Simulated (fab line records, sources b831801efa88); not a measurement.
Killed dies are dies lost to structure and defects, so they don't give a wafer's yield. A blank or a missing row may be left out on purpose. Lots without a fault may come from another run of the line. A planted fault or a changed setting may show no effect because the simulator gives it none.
Which tool did it? | flow gf180mcu | 14 lots, 42 wafers sampled, at 3 steps of a route of 602

WHAT THE GAUGES READ, wafer by wafer
GF_STI_THK_MEAS_02. Usual: STI_OXIDATION_THK 9.97 nm, standard deviation 0.18.
lot  | measured    | on            | STI_OXIDATION_THK (nm) | flag
L435 | day 1 11:32 | film_metro-02 | 10.29 10.22 10.13      |
L436 | day 1 16:31 | film_metro-02 | 10.16 9.98 10.02       |
L437 | day 1 21:31 | film_metro-04 | 10.10 10.04 9.99       |
L439 | day 2 07:31 | film_metro-04 | 9.94 9.99 10.00        |
L441 | day 2 17:31 | film_metro-01 | 10.08 9.98 10.10       |
L442 | day 2 23:23 | film_metro-04 | 10.12 10.08 9.96       |
L443 | day 3 05:01 | film_metro-01 | 9.75 9.67 9.86         |
L451 | day 4 23:05 | film_metro-02 | 9.73 9.61 9.52         |
L452 | day 5 08:46 | film_metro-04 | 9.95 9.83 9.87         |
L454 | day 5 15:38 | film_metro-04 | 10.23 10.02 10.04      |
L455 | day 5 15:39 | film_metro-02 | 10.18 10.29 10.26      |
L456 | day 5 20:57 | film_metro-01 | 10.04 10.11 10.11      |
L457 | day 6 02:47 | film_metro-01 | 10.21 10.01 10.02      |
L458 | day 6 06:31 | film_metro-04 | 10.20 10.03 10.02      |

GF_MVPSD_TW_MEAS_11. Usual: MVPSD_TW 556, standard deviation 5.9.
lot  | measured     | on            | MVPSD_TW    | flag
L435 | day 5 02:58  | film_metro-02 | 548 547 549 |
L436 | day 5 08:29  | film_metro-03 | 557 556 557 |
L437 | day 5 12:44  | film_metro-03 | 556 559 557 |
L439 | day 6 03:49  | film_metro-03 | 562 560 561 |
L441 | day 6 10:05  | film_metro-03 | 558 562 560 |
L442 | day 6 17:11  | film_metro-03 | 561 562 563 |
L443 | day 7 00:54  | film_metro-01 | 564 560 565 |
L454 | day 10 01:40 | film_metro-01 | 557 558 559 |
L455 | day 10 01:59 | film_metro-02 | 546 544 547 |
L456 | day 10 04:48 | film_metro-01 | 557 559 560 |
L457 | day 10 16:43 | film_metro-01 | 557 557 556 |
L458 | day 10 21:05 | film_metro-03 | 557 555 559 |

WHICH TOOL RAN EACH LOT (tool, then ch and the chambers of the sampled wafers, then the start)
lot  | GF_STI_CMP_25
L435 | cmp-02 ch 0,1,2, day 2 05:37
L436 | cmp-01 ch 0,1,3, day 2 10:26
L437 | cmp-01 ch 1,2, day 2 14:18
L439 | cmp-02 ch 0,2,3, day 3 02:16
L441 | cmp-02 ch 0,1,3, day 3 09:50
L442 | cmp-01 ch 1,2,3, day 3 16:12
L443 | cmp-01 ch 2,3, day 3 22:12
L451 | cmp-01 ch 0,1, day 5 18:32
L452 | cmp-02 ch 0,1, day 6 03:59
L454 | cmp-01 ch 0,3, day 6 10:02
L455 | cmp-01 ch 2,3, day 6 11:00
L456 | cmp-01 ch 0,1,3, day 6 16:04
L457 | cmp-01 ch 1,2, day 6 23:52
L458 | cmp-01 ch 0,1,3, day 7 02:30
- GF_STI_CMP_25: polishes, stops on Si3N4, t overpolish 33 s, target thk 524.6 nm.

WHAT THE TOOLS THEMSELVES READ (means of the sampled wafers that have a number; where no wafer has one, the mark that the record gives instead)
GF_STI_CMP_25. Usual: edge_zone_pressure_frac 1.000, standard deviation 0.0049; head_pressure_psi 4.000 psi, standard deviation 0.0095; motor_current_A 12.3 A, standard deviation 0.97; overpolish_run_s 33.000 s, standard deviation 0.0095; time_to_endpoint_s 121 s, standard deviation 6.
lot  | tool   | edge_zone_pressure_frac | head_pressure_psi (psi) | motor_current_A (A) | overpolish_run_s (s) | time_to_endpoint_s (s) | flag
L435 | cmp-02 | 1.000                   | 3.999                   | 13.0                | 32.997               | 120                    |
L436 | cmp-01 | 1.003                   | 4.009                   | 12.2                | 33.004               | 120                    |
L437 | cmp-01 | 1.000                   | 4.000                   | 12.2                | 33.004               | 111                    |
L439 | cmp-02 | 1.002                   | 4.006                   | 11.9                | 33.008               | 124                    |
L441 | cmp-02 | 0.996                   | 4.003                   | 12.6                | 32.999               | 120                    |
L442 | cmp-01 | 1.001                   | 3.994                   | 12.0                | 32.999               | 119                    |
L443 | cmp-01 | 0.998                   | 3.999                   | 11.7                | 33.006               | 119                    |
L451 | cmp-01 | -                       | -                       | -                   | -                    | -                      | OFF
L452 | cmp-02 | -                       | -                       | -                   | -                    | -                      | OFF
L454 | cmp-01 | 0.999                   | 3.990                   | 11.8                | 32.994               | 124                    |
L455 | cmp-01 | 1.003                   | 4.010                   | 12.3                | 32.996               | 122                    |
L456 | cmp-01 | 0.998                   | 3.994                   | 12.2                | 33.009               | 125                    |
L457 | cmp-01 | 1.001                   | 3.994                   | 12.2                | 32.994               | 122                    |
L458 | cmp-01 | 0.998                   | 3.996                   | 12.0                | 33.002               | 120                    |

THE ANSWER, worked out from the rows above alone
Rule: a lot is off if the mean of its wafers that have a number lies more than 3 standard deviations from the usual mean. A lot without any number at a reading at which 4 lots or more have one is off too. The other lots that the step has rows for count as sound. The gauges are gone through in route order, then the tools' own readings, and for those a lot's mean is taken as printed above. The first step at which some lot is off is used, and at that step the reading that is off furthest; a lot without a number counts as furthest.
Off: L451, L452, at GF_STI_CMP_25 (edge_zone_pressure_frac). Without a number there: L451, L452.
A tool fits if, at that step or a process step before it, it ran every lot that is off, and no sound lot after the first of them. None of those tried fits.

WHAT THE SIMULATOR HAD PUT IN
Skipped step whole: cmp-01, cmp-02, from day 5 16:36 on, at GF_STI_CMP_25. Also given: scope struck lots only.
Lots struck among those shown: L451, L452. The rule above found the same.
